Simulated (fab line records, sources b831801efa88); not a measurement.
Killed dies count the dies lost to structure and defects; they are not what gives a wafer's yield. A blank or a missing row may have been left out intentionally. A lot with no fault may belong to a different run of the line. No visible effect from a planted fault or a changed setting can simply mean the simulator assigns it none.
Which tool is to blame? / flow gf180mcu / 32 wafers from 11 lots sampled at 5 of the route's 602 steps

## WHAT EACH GAUGE READ, for each wafer
GF_V1_RS_MEAS_24: uses a four-point probe to measure. Usual: V1_W_RS typically reads 0.328 ohm/sq, with standard deviation 0.004.
lot=L544; measured=day 18 19:08; on=film_metro-04; V1_W_RS (ohm/sq)=0.320 0.320 0.323; flag=
lot=L546; measured=day 19 11:25; on=film_metro-02; V1_W_RS (ohm/sq)=0.333 0.335 0.326; flag=
lot=L550; measured=day 21 02:47; on=film_metro-03; V1_W_RS (ohm/sq)=0.332 0.329 0.333; flag=
lot=L551; measured=day 21 12:20; on=film_metro-03; V1_W_RS (ohm/sq)=0.328 0.328 0.328; flag=
lot=L553; measured=day 22 08:44; on=film_metro-02; V1_W_RS (ohm/sq)=0.327 0.326 0.330; flag=
lot=L556; measured=day 23 04:13; on=film_metro-02; V1_W_RS (ohm/sq)=0.330 0.230 0.326; flag=OFF
lot=L557; measured=day 23 11:19; on=film_metro-03; V1_W_RS (ohm/sq)=0.231 0.331; flag=OFF
lot=L560; measured=day 24 18:37; on=film_metro-04; V1_W_RS (ohm/sq)=0.231 0.322 0.326; flag=OFF
lot=L561; measured=day 25 06:14; on=film_metro-02; V1_W_RS (ohm/sq)=0.337 0.331 0.338; flag=
lot=L563; measured=day 25 12:41; on=film_metro-02; V1_W_RS (ohm/sq)=0.325 0.328 0.330; flag=
lot=L564; measured=day 25 22:15; on=film_metro-02; V1_W_RS (ohm/sq)=0.326 0.324 0.329; flag=

GF_V1_THK_MEAS_25: measures by xrf. Usual: V1_W_THK typically reads 344 nm, with standard deviation 5.2.
lot=L544; measured=day 18 19:14; on=film_metro-04; V1_W_THK (nm)=355 354 352; flag=
lot=L546; measured=day 19 11:32; on=film_metro-02; V1_W_THK (nm)=337 336 347; flag=
lot=L550; measured=day 21 02:54; on=film_metro-03; V1_W_THK (nm)=341 342 342; flag=
lot=L551; measured=day 21 12:27; on=film_metro-03; V1_W_THK (nm)=345 345 345; flag=
lot=L553; measured=day 22 08:50; on=film_metro-02; V1_W_THK (nm)=341 343 341; flag=
lot=L556; measured=day 23 04:20; on=film_metro-02; V1_W_THK (nm)=339 482 342; flag=OFF
lot=L557; measured=day 23 11:26; on=film_metro-03; V1_W_THK (nm)=487 342; flag=OFF
lot=L560; measured=day 24 18:43; on=film_metro-04; V1_W_THK (nm)=486 354 347; flag=OFF
lot=L561; measured=day 25 06:20; on=film_metro-02; V1_W_THK (nm)=332 340 334; flag=
lot=L563; measured=day 25 12:47; on=film_metro-02; V1_W_THK (nm)=346 341 341; flag=
lot=L564; measured=day 25 22:21; on=film_metro-02; V1_W_THK (nm)=342 346 341; flag=

## EACH LOT AND THE TOOL THAT RAN IT (in order: tool; ch and the chambers of the sampled wafers; start)
lot=L544; GF_M1_SPUTTER_01=pvd_sputter-04, day 16 17:34; GF_V1_ETCH_16=rie_diel-02 ch 0,3, day 18 18:14; GF_V1_CVD_23=cvd_w-01 ch 0,1, day 18 19:00
lot=L546; GF_M1_SPUTTER_01=pvd_sputter-02, day 17 08:32; GF_V1_ETCH_16=rie_diel-02 ch 0,2,3, day 19 10:32; GF_V1_CVD_23=cvd_w-02 ch 0,1, day 19 11:18
lot=L550; GF_M1_SPUTTER_01=pvd_sputter-02, day 18 22:20; GF_V1_ETCH_16=rie_diel-02 ch 1,2, day 21 01:53; GF_V1_CVD_23=cvd_w-01 ch 0,1, day 21 02:40
lot=L551; GF_M1_SPUTTER_01=pvd_sputter-04, day 19 09:16; GF_V1_ETCH_16=rie_diel-02 ch 0,1,3, day 21 11:26; GF_V1_CVD_23=cvd_w-02 ch 0,1, day 21 12:13
lot=L553; GF_M1_SPUTTER_01=pvd_sputter-01, day 20 05:20; GF_V1_ETCH_16=rie_diel-03 ch 0,3, day 22 07:47; GF_V1_CVD_23=cvd_w-01 ch 0,1, day 22 08:37
lot=L556; GF_M1_SPUTTER_01=pvd_sputter-04, day 21 02:40; GF_V1_ETCH_16=rie_diel-04 ch 1,2,3, day 23 02:59; GF_V1_CVD_23=cvd_w-01 ch 0,1, day 23 04:06
lot=L557; GF_M1_SPUTTER_01=pvd_sputter-01, day 21 09:19; GF_V1_ETCH_16=rie_diel-02 ch 0,1, day 23 10:05; GF_V1_CVD_23=cvd_w-01 ch 1, day 23 11:11
lot=L560; GF_M1_SPUTTER_01=pvd_sputter-01, day 22 18:52; GF_V1_ETCH_16=rie_diel-02 ch 1,2,3, day 24 17:41; GF_V1_CVD_23=cvd_w-01 ch 0,1, day 24 18:29
lot=L561; GF_M1_SPUTTER_01=pvd_sputter-04, day 23 05:28; GF_V1_ETCH_16=rie_diel-02 ch 0,1,2, day 25 05:14; GF_V1_CVD_23=cvd_w-02 ch 0,1, day 25 06:06
lot=L563; GF_M1_SPUTTER_01=pvd_sputter-01, day 23 13:34; GF_V1_ETCH_16=rie_diel-04 ch 1,3, day 25 11:26; GF_V1_CVD_23=cvd_w-02 ch 0,1, day 25 12:34
lot=L564; GF_M1_SPUTTER_01=pvd_sputter-02, day 23 23:46; GF_V1_ETCH_16=rie_diel-02 ch 0,3, day 25 21:14; GF_V1_CVD_23=cvd_w-02 ch 0,1, day 25 22:08
- GF_M1_SPUTTER_01: material TiN, target thk 30 nm, time 25 s.
- GF_V1_ETCH_16: etches BARC in N2/H2.
- GF_V1_CVD_23: deposits W, target thk 350 nm, time 105.05 s.

## AS READ BY THE TOOLS THEMSELVES (means over the sampled wafers that have a number; for cases with no such wafer, the mark the record gives instead)
GF_M1_SPUTTER_01. Usual: 30.1 % for throttle_valve_pct, sd 0.86.
lot=L544; tool=pvd_sputter-04; throttle_valve_pct (%)=30.8; flag=
lot=L546; tool=pvd_sputter-02; throttle_valve_pct (%)=30.0; flag=
lot=L550; tool=pvd_sputter-02; throttle_valve_pct (%)=29.9; flag=
lot=L551; tool=pvd_sputter-04; throttle_valve_pct (%)=30.3; flag=
lot=L553; tool=pvd_sputter-01; throttle_valve_pct (%)=29.6; flag=
lot=L556; tool=pvd_sputter-04; throttle_valve_pct (%)=29.6; flag=
lot=L557; tool=pvd_sputter-01; throttle_valve_pct (%)=29.6; flag=
lot=L560; tool=pvd_sputter-01; throttle_valve_pct (%)=29.5; flag=
lot=L561; tool=pvd_sputter-04; throttle_valve_pct (%)=29.4; flag=
lot=L563; tool=pvd_sputter-01; throttle_valve_pct (%)=29.4; flag=
lot=L564; tool=pvd_sputter-02; throttle_valve_pct (%)=30.0; flag=

GF_V1_ETCH_16. Usual: bias_w 100.0 W, standard deviation 0.31; drypump_motor_current_A 5.6 A, standard deviation 0.38; oes_product_au 0.856 a.u., standard deviation 0.0045; throttle_valve_pct 13.227 %, standard deviation 0.0095.
lot=L544; tool=rie_diel-02; bias_w (W)=100.1; drypump_motor_current_A (A)=5.7; oes_product_au (a.u.)=0.850; throttle_valve_pct (%)=13.227; flag=
lot=L546; tool=rie_diel-02; bias_w (W)=100.1; drypump_motor_current_A (A)=5.6; oes_product_au (a.u.)=0.853; throttle_valve_pct (%)=13.223; flag=
lot=L550; tool=rie_diel-02; bias_w (W)=100.7; drypump_motor_current_A (A)=5.5; oes_product_au (a.u.)=0.854; throttle_valve_pct (%)=13.225; flag=
lot=L551; tool=rie_diel-02; bias_w (W)=100.1; drypump_motor_current_A (A)=5.9; oes_product_au (a.u.)=0.861; throttle_valve_pct (%)=13.223; flag=
lot=L553; tool=rie_diel-03; bias_w (W)=100.2; drypump_motor_current_A (A)=5.3; oes_product_au (a.u.)=0.856; throttle_valve_pct (%)=13.231; flag=
lot=L556; tool=rie_diel-04; bias_w (W)=100.0; drypump_motor_current_A (A)=5.5; oes_product_au (a.u.)=0.859; throttle_valve_pct (%)=13.232; flag=
lot=L557; tool=rie_diel-02; bias_w (W)=100.0; drypump_motor_current_A (A)=5.9; oes_product_au (a.u.)=0.856; throttle_valve_pct (%)=13.219; flag=
lot=L560; tool=rie_diel-02; bias_w (W)=100.1; drypump_motor_current_A (A)=5.7; oes_product_au (a.u.)=0.854; throttle_valve_pct (%)=13.225; flag=
lot=L561; tool=rie_diel-02; bias_w (W)=100.0; drypump_motor_current_A (A)=5.7; oes_product_au (a.u.)=0.855; throttle_valve_pct (%)=13.223; flag=
lot=L563; tool=rie_diel-04; bias_w (W)=99.9; drypump_motor_current_A (A)=5.4; oes_product_au (a.u.)=0.858; throttle_valve_pct (%)=13.229; flag=
lot=L564; tool=rie_diel-02; bias_w (W)=100.0; drypump_motor_current_A (A)=5.7; oes_product_au (a.u.)=0.860; throttle_valve_pct (%)=13.218; flag=

GF_V1_CVD_23. Usual: 814 W for heater_power_w, sd 86.
lot=L544; tool=cvd_w-01; heater_power_w (W)=814; flag=
lot=L546; tool=cvd_w-02; heater_power_w (W)=760; flag=
lot=L550; tool=cvd_w-01; heater_power_w (W)=873; flag=
lot=L551; tool=cvd_w-02; heater_power_w (W)=764; flag=
lot=L553; tool=cvd_w-01; heater_power_w (W)=822; flag=
lot=L556; tool=cvd_w-01; heater_power_w (W)=817; flag=
lot=L557; tool=cvd_w-01; heater_power_w (W)=754; flag=
lot=L560; tool=cvd_w-01; heater_power_w (W)=905; flag=
lot=L561; tool=cvd_w-02; heater_power_w (W)=762; flag=
lot=L563; tool=cvd_w-02; heater_power_w (W)=764; flag=
lot=L564; tool=cvd_w-02; heater_power_w (W)=779; flag=

## THE ANSWER, worked out from the rows above alone
Rule: take the mean of a lot's wafers that have a number; if it is more than 3 standard deviations from the usual mean, the lot is off. Also off: a lot with no number at a reading for which 4 or more lots have one. Where the step has rows for the other lots, those lots are counted as sound. Order of review: gauges by route order, followed by the tools' own readings, for which a lot's mean as printed above is used. The first step at which some lot is off is used, and at that step the reading that is off furthest; a lot without a number counts as furthest.
Off: L556, L557, L560, at GF_V1_RS_MEAS_24 (V1_W_RS).
If a tool, at a process step before that reading, ran all the lots that are off and no sound lot after the first of them, it fits. Gauges at GF_V1_RS_MEAS_24: tried the same way as those tools. One candidate fits, namely cvd_w-01 at GF_V1_CVD_23. Its last sound lot is L553 (day 22 08:37), its first lot that is off L556 (day 23 04:06): a fault that began between those two fits.

## WHAT THE SIMULATOR PUT IN
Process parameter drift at GF_V1_CVD_23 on cvd_w-01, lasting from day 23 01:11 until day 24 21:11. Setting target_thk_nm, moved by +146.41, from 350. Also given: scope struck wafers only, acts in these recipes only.
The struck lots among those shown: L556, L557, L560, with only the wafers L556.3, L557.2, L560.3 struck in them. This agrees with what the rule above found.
